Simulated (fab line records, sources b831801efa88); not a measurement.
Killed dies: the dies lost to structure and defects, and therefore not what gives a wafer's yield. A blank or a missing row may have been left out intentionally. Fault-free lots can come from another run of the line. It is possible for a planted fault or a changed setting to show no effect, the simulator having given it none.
Which of the tools did it?	flow sky130	72 wafers from 24 lots sampled at 5 of the route's 708 steps

== WHAT THE GAUGES READ, wafer by wafer ==
SKY_SONOS_TUNNEL_CD_MEAS_07: the cd target is 410 nm. Usual: cd nm reads 410.1 nm (standard deviation 2.3).
lot	measured	on	cd nm (nm)	flag
L074	day 11 09:45	cd sem-01	409.9 410.6 409.5	
L075	day 11 18:21	cd sem-02	411.6 408.9 409.3	
L076	day 12 03:31	cd sem-02	409.0 412.5 411.6	
L077	day 12 15:40	cd sem-01	410.6 412.4 411.1	
L079	day 13 00:36	cd sem-02	408.2 409.4 412.2	
L078	day 13 01:33	cd sem-01	415.0 413.0 413.4	
L080	day 13 07:50	cd sem-02	413.0 412.1 412.0	
L081	day 13 16:02	cd sem-01	410.5 411.7 409.5	
L082	day 14 06:30	cd sem-02	413.3 412.0 413.6	
L083	day 14 14:30	cd sem-01	410.6 411.2 409.7	
L084	day 14 22:27	cd sem-01	410.8 409.1 409.8	
L085	day 15 08:14	cd sem-01	409.0 409.5 407.7	
L086	day 15 11:33	cd sem-01	409.0 405.8 409.6	
L087	day 15 14:17	cd sem-01	411.4 409.3 409.0	
L088	day 16 01:43	cd sem-02	407.6 407.7 408.8	
L089	day 16 09:46	cd sem-02	406.3 409.0 408.4	
L090	day 16 18:54	cd sem-01	408.8 407.4 407.5	
L091	day 16 21:48	cd sem-01	405.5 404.8 407.8	
L092	day 17 08:02	cd sem-01	412.6 413.6 412.9	
L093	day 18 00:21	cd sem-01	412.7 410.1 412.3	
L094	day 18 01:33	cd sem-01	407.8 406.4 404.3	
L095	day 18 12:06	cd sem-02	410.0 409.2 410.2	
L096	day 18 15:27	cd sem-02	411.7 411.8 410.7	
L097	day 18 20:28	cd sem-02	410.7 412.1 409.5	

SKY_CONTACT_BOW_MEAS_05. Usual: for CONTACT_BOW the level is 81 um and the standard deviation is 6.5.
lot	measured	on	CONTACT_BOW (um)	flag
L074	day 30 16:20	film metro-03	78 82 84	
L075	day 31 02:08	film metro-01	82 76 75	
L076	day 31 14:31	film metro-01	85 90 81	
L077	day 32 05:33	film metro-01	92 85 87	
L079	day 32 08:05	film metro-03	83 72 91	
L078	day 32 14:55	film metro-01	73 74 80	
L080	day 32 21:25	film metro-01	82 68 72	
L081	day 33 08:11	film metro-02	78 82 88	
L082	day 33 15:23	film metro-01	84 73 74	
L083	day 34 06:50	film metro-03	87 83 78	
L084	day 34 14:17	film metro-01	86 87 83	
L085	day 34 19:39	film metro-02	77 82 78	
L086	day 34 21:44	film metro-01	78 82 70	
L087	day 35 04:05	film metro-02	84 78 96	
L088	day 35 21:16	film metro-02	78 77 81	
L089	day 36 02:53	film metro-03	73 81 78	
L090	day 36 06:02	film metro-02	86 84 86	
L091	day 36 08:56	film metro-01	71 94 85	
L092	day 36 16:22	film metro-02	81 79 80	
L093	day 37 05:25	film metro-01	88 87 81	
L094	day 37 02:08	film metro-03	79 83 80	
L095	day 37 15:32	film metro-01	83 93 77	
L096	day 37 18:50	film metro-03	91 75 77	
L097	day 37 20:07	film metro-02	73 72 77	

SKY_VIA2_THK_MEAS_23: measures by xrf. Usual: for VIA2_W_THK the level is 415 nm and the standard deviation is 7.8.
lot	measured	on	VIA2_W_THK (nm)	flag
L074	day 36 18:41	film metro-03	414 407 413	
L075	day 37 03:19	film metro-03	416 413 416	
L076	day 37 13:02	film metro-03	430 427 420	
L077	day 38 02:44	film metro-01	403 402 404	
L079	day 38 04:58	film metro-01	400 412 409	
L078	day 38 11:44	film metro-03	416 414 416	
L080	day 38 17:34	film metro-02	403 416 420	
L081	day 39 05:54	film metro-01	400 408 414	
L082	day 39 09:36	film metro-02	403 414 411	
L083	day 40 01:13	film metro-02	418 411 421	
L084	day 40 06:55	film metro-03	428 414 425	
L085	day 40 11:44	film metro-02	427 419 430	
L086	day 40 12:50	film metro-02	416 404 416	
L087	day 40 20:00	film metro-02	416 411 408	
L088	day 41 10:23	film metro-03	420 414 406	
L089	day 41 16:13	film metro-02	406 401 417	
L090	day 41 19:17	film metro-03	430 425 423	
L091	day 41 22:54	film metro-03	415 422 421	
L092	day 42 05:20	film metro-01	408 423 419	
L093	day 42 14:44	film metro-01	408 403 418	
L094	day 42 13:13	film metro-03	423 431 424	
L095	day 43 02:35	film metro-03	423 424 428	
L096	day 43 07:07	film metro-01	423 425 416	
L097	day 43 07:25	film metro-02	419 416 413	

== TOOL THAT RAN EACH LOT (tool first, then ch and the chambers of the sampled wafers, then the start) ==
lot	SKY_VIA1_ETCH_15	SKY_VIA2_CMP_02
L074	rie diel-01 ch 1,2,3, day 34 08:36	cmp-01 ch 0,1,2, day 35 14:54
L075	rie diel-03 ch 1,2,3, day 34 18:05	cmp-01 ch 1,2,3, day 35 23:19
L076	rie diel-01 ch 1,2, day 35 04:35	cmp-02 ch 2,3, day 36 09:40
L077	rie diel-01 ch 0,3, day 35 18:45	cmp-01 ch 0,1,2, day 36 23:46
L079	rie diel-03 ch 1,3, day 35 21:20	cmp-02 ch 2,3, day 37 02:10
L078	rie diel-01 ch 0,1,3, day 36 03:06	cmp-02 ch 0,2,3, day 37 08:00
L080	rie diel-02 ch 0,1,3, day 36 09:42	cmp-02 ch 2,3, day 37 14:51
L081	rie diel-03 ch 0,1, day 36 22:08	cmp-02 ch 0,3, day 38 02:11
L082	rie diel-01 ch 0,2,3, day 37 03:14	cmp-01 ch 0,2,3, day 38 05:50
L083	rie diel-01 ch 0,1,3, day 37 17:15	cmp-02 ch 0,1,2, day 38 22:46
L084	rie diel-03 ch 0,1,3, day 38 00:29	cmp-02 ch 0,1,2, day 39 05:08
L085	rie diel-02 ch 0,1,3, day 38 04:30	cmp-01 ch 0,1,3, day 39 09:00
L086	rie diel-01 ch 0,1,3, day 38 05:56	cmp-02 ch 0,3, day 39 10:47
L087	rie diel-03 ch 0,3, day 38 13:35	cmp-01 ch 2,3, day 39 17:51
L088	rie diel-03 ch 1,2,3, day 39 05:24	cmp-01 ch 0,1,2, day 40 09:10
L089	rie diel-03 ch 2,3, day 39 10:33	cmp-02 ch 0,1, day 40 14:19
L090	rie diel-01 ch 0,1,2, day 39 14:38	cmp-02 ch 0,1,2, day 40 18:04
L091	rie diel-01 ch 1,2,3, day 39 17:03	cmp-02 ch 0,1,2, day 40 20:34
L092	rie diel-01 ch 0,1,2, day 40 00:02	cmp-01 ch 0,1,3, day 41 03:33
L093	rie diel-01 ch 0,2, day 40 10:54	cmp-02 ch 1,2, day 41 13:25
L094	rie diel-01 ch 0,3, day 40 08:29	cmp-02 ch 0,1, day 41 12:05
L095	rie diel-01 ch 2,3, day 40 22:23	cmp-01 ch 0,1,3, day 42 01:56
L096	rie diel-01 ch 0,1,2, day 41 01:47	cmp-01 ch 0,2,3, day 42 05:45
L097	rie diel-03 ch 1,2,3, day 41 03:57	cmp-02 ch 1,2,3, day 42 06:49
- SKY_VIA1_ETCH_15: etches SiO2 in C4F8/O2/Ar, stops on TiN, target depth 351 nm, time 54 s.
- SKY_VIA2_CMP_02: polishes SiO2.

== AS READ BY THE TOOLS THEMSELVES (means over the sampled wafers that have a number; for cases with no such wafer, the mark the record gives instead) ==
SKY_VIA1_ETCH_15. Usual: oes product au reads 0.981 a.u. (standard deviation 0.0059).
lot	tool	oes product au (a.u.)	flag
L074	rie diel-01	0.980	
L075	rie diel-03	0.980	
L076	rie diel-01	0.980	
L077	rie diel-01	0.976	
L079	rie diel-03	0.980	
L078	rie diel-01	0.979	
L080	rie diel-02	0.986	
L081	rie diel-03	0.976	
L082	rie diel-01	0.972	
L083	rie diel-01	0.983	
L084	rie diel-03	0.985	
L085	rie diel-02	0.980	
L086	rie diel-01	0.983	
L087	rie diel-03	0.981	
L088	rie diel-03	0.981	
L089	rie diel-03	0.984	
L090	rie diel-01	0.978	
L091	rie diel-01	0.982	
L092	rie diel-01	0.981	
L093	rie diel-01	0.976	
L094	rie diel-01	0.984	
L095	rie diel-01	0.978	
L096	rie diel-01	0.979	
L097	rie diel-03	0.982	

SKY_VIA2_CMP_02. Usual: motor current A reads 12.3 A (standard deviation 1.9).
lot	tool	motor current A (A)	flag
L074	cmp-01	12.4	
L075	cmp-01	11.4	
L076	cmp-02	14.3	
L077	cmp-01	12.9	
L079	cmp-02	14.4	
L078	cmp-02	13.6	
L080	cmp-02	14.4	
L081	cmp-02	13.0	
L082	cmp-01	11.6	
L083	cmp-02	12.7	
L084	cmp-02	12.3	
L085	cmp-01	11.4	
L086	cmp-02	13.1	
L087	cmp-01	12.1	
L088	cmp-01	12.2	
L089	cmp-02	10.7	
L090	cmp-02	12.5	
L091	cmp-02	12.6	
L092	cmp-01	11.3	
L093	cmp-02	12.1	
L094	cmp-02	11.5	
L095	cmp-01	11.0	
L096	cmp-01	12.0	
L097	cmp-02	13.2	

== THE ANSWER, worked out from the rows above alone ==
Rule: lot off if the mean of its wafers having a number is beyond 3 standard deviations from the usual mean. A lot without any number at a reading at which 4 lots or more have one is off too. The other lots that the step has rows for count as sound. After the gauges, taken in route order, come the tools' own readings; for these a lot's mean is taken, as printed above. At the first step where some lot is off, the reading lying furthest off is the one used; lots without a number count as furthest.
Across all readings shown, no lot is off: no conclusion can be drawn from this.

== WHAT HAD BEEN PUT IN BY THE SIMULATOR ==
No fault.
